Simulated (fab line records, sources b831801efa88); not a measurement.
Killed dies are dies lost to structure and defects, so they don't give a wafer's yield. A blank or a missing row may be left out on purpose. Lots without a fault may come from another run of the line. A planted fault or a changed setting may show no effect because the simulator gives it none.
One fault seen from 2 desks | flow sky130 | each desk has only its own numbers; what lay behind them comes last

THE TOOL OWNER'S DESK: litho_track-02
The tool's own readings at SKY_LDD_HVP_DEVELOP_06 (develop time 60 s): means of the sampled wafers that have a number, for each lot that ran on this tool. A lot is out of limits, marked OUT, if its mean lies more than 4 standard deviations from the usual mean; the brackets give that distance.
Columns: A = developer_temp_C at SKY_LDD_HVP_DEVELOP_06, usual 23.00 C
lot  | first seen here | A
L370 | day 22 04:56    | 22.85
L371 | day 22 19:01    | 23.08
L375 | day 23 23:59    | 22.93
L376 | day 24 09:01    | 23.15
L378 | day 25 09:01    | 23.14
L381 | day 26 08:19    | 23.92 (+8.3) OUT
L385 | day 27 15:32    | 23.85 (+7.8) OUT
L391 | day 29 17:19    | 22.99
This desk's finding: out of limits on L381, L385; first on L381, day 26 08:19 (developer_temp_C at SKY_LDD_HVP_DEVELOP_06). In limits: L370, L371, L375, L376, L378, L391.

THE METROLOGY DESK
What the gauges read, lot by lot, whatever tool the lot ran on: means of the sampled wafers that have a number. A lot is out of limits, marked OUT, if its mean lies more than 4 standard deviations from the usual mean; the brackets give that distance.
Columns: A = POLY_GATE_OVL at SKY_POLY_GATE_OVL_MEAS_14, usual 3 nm; B = cd_nm at SKY_POLY_GATE_CD_MEAS_22, usual 150.1 nm
lot  | first seen here | A  | B
L370 | day 16 21:17    | 7  | 149.5
L371 | day 17 11:58    | 8  | 146.7
L372 | day 17 15:20    | -7 | 151.1
L373 | day 17 22:43    | 5  | 150.4
L375 | day 18 15:13    | 0  | 144.0
L376 | day 18 23:27    | 7  | 154.0
L377 | day 19 15:51    | -1 | 152.5
L378 | day 19 23:31    | 1  | 150.0
L381 | day 21 02:25    | 9  | 151.0
L385 | day 22 09:58    | -2 | 151.4
L390 | day 24 04:22    | -2 | 149.6
L391 | day 24 15:11    | 9  | 150.3
L392 | day 24 17:21    | 9  | 152.3
This desk's finding: nothing out of limits on any of the 13 lots.

PUT TOGETHER
The tool owner's desk could have raised an alarm at day 26 08:19, on L381, L385.
The metrology desk saw nothing out of limits.
The metrology desk has L381, L385 on record, within its limits.
Of the lots named, all ran SKY_LDD_HVP_DEVELOP_06 on litho_track-02.

WHAT THE SIMULATOR HAD PUT IN
Process parameter drift: litho_track-02, from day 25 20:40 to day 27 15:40, at SKY_LDD_HVP_DEVELOP_06. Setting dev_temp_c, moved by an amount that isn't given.
Lots struck among those shown: L381, L385.
Hours from the fault's start to each desk's first reading out of limits: the tool owner's desk, 12.
